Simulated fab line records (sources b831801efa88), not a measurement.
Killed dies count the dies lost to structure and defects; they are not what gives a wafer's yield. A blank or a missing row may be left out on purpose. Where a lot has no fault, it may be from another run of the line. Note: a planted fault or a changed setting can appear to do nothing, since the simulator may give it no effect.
Matching of chambers :: flow gf180mcu :: GF_V1_CMP_04 on cmp-01 has 4 sister chambers
The step polishes SiO2. 16 wafers are shown with their chamber, then 8 later ones without.

== WAFERS PAIRED WITH THEIR CHAMBERS ==
wafer: L092.1
chamber: 2
motor-current-A (A): 12.0
time-to-endpoint-s (s): 67

wafer: L092.2
chamber: 1
motor-current-A (A): 9.3
time-to-endpoint-s (s): 78

wafer: L092.3
chamber: 3
motor-current-A (A): 11.1
time-to-endpoint-s (s): 76

wafer: L092.4
chamber: 0
motor-current-A (A): 9.7
time-to-endpoint-s (s): 84

wafer: L092.5
chamber: 2
motor-current-A (A): 13.1
time-to-endpoint-s (s): 88

wafer: L092.6
chamber: 1
motor-current-A (A): 9.5
time-to-endpoint-s (s): 83

wafer: L093.1
chamber: 1
motor-current-A (A): 9.7
time-to-endpoint-s (s): 83

wafer: L093.2
chamber: 0
motor-current-A (A): 9.6
time-to-endpoint-s (s): 88

wafer: L093.3
chamber: 2
motor-current-A (A): 11.9
time-to-endpoint-s (s): 77

wafer: L093.4
chamber: 3
motor-current-A (A): 10.7
time-to-endpoint-s (s): 95

wafer: L093.5
chamber: 3
motor-current-A (A): 11.6
time-to-endpoint-s (s): 87

wafer: L093.6
chamber: 0
motor-current-A (A): 10.4
time-to-endpoint-s (s): 86

wafer: L095.1
chamber: 2
motor-current-A (A): 11.9
time-to-endpoint-s (s): 73

wafer: L095.2
chamber: 1
motor-current-A (A): 9.7
time-to-endpoint-s (s): 79

wafer: L095.3
chamber: 3
motor-current-A (A): 12.0
time-to-endpoint-s (s): 82

wafer: L095.4
chamber: 0
motor-current-A (A): 10.7
time-to-endpoint-s (s): 87

SIGNATURES, as means of the wafers listed above
reading: motor-current-A
chamber 0: 10.100
chamber 1: 9.550
chamber 2: 12.225
chamber 3: 11.350
scatter within a chamber: 0.497

reading: time-to-endpoint-s
chamber 0: 86.25
chamber 1: 80.75
chamber 2: 76.25
chamber 3: 85.00
scatter within a chamber: 6.18
Rule: a wafer lies at a distance from a chamber equal to the root of the sum of squares, over the readings, of (its reading less the chamber's mean, divided by the reading's scatter). If the next closest chamber is less than 2 further off than the closest, the wafer can't be placed; otherwise it belongs to the closest. The scatter is the square root of a quotient: the sum, over the shown wafers, of each reading's squared deviation from its chamber's mean, divided by wafers minus chambers.

== WAFERS WHOSE CHAMBER IS MISSING ==
wafer: L095.5
motor-current-A (A): 9.3
time-to-endpoint-s (s): 78

wafer: L095.6
motor-current-A (A): 12.5
time-to-endpoint-s (s): 80

wafer: L096.1
motor-current-A (A): 9.9
time-to-endpoint-s (s): 77

wafer: L096.2
motor-current-A (A): 11.2
time-to-endpoint-s (s): 75

wafer: L096.3
motor-current-A (A): 11.5
time-to-endpoint-s (s): 69

wafer: L096.4
motor-current-A (A): 10.3
time-to-endpoint-s (s): 82

wafer: L096.5
motor-current-A (A): 9.6
time-to-endpoint-s (s): 81

wafer: L096.6
motor-current-A (A): 12.1
time-to-endpoint-s (s): 75

== CHAMBER TAKEN BY EACH ==
wafer: L095.5
from the rows above: can't be placed: 1 or 0
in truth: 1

wafer: L095.6
from the rows above: can't be placed: 2 or 3
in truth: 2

wafer: L096.1
from the rows above: can't be placed: 1 or 0
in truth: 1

wafer: L096.2
from the rows above: can't be placed: 3 or 2 or 0 or 1
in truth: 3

wafer: L096.3
from the rows above: can't be placed: 2 or 3
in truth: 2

wafer: L096.4
from the rows above: can't be placed: 0 or 1 or 3
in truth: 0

wafer: L096.5
from the rows above: can't be placed: 1 or 0
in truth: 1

wafer: L096.6
from the rows above: can't be placed: 2 or 3
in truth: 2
Correct placement for 0 of the 8. These rows do not allow placing 8 (true chamber among the candidates in 8). Number placed wrongly: 0.
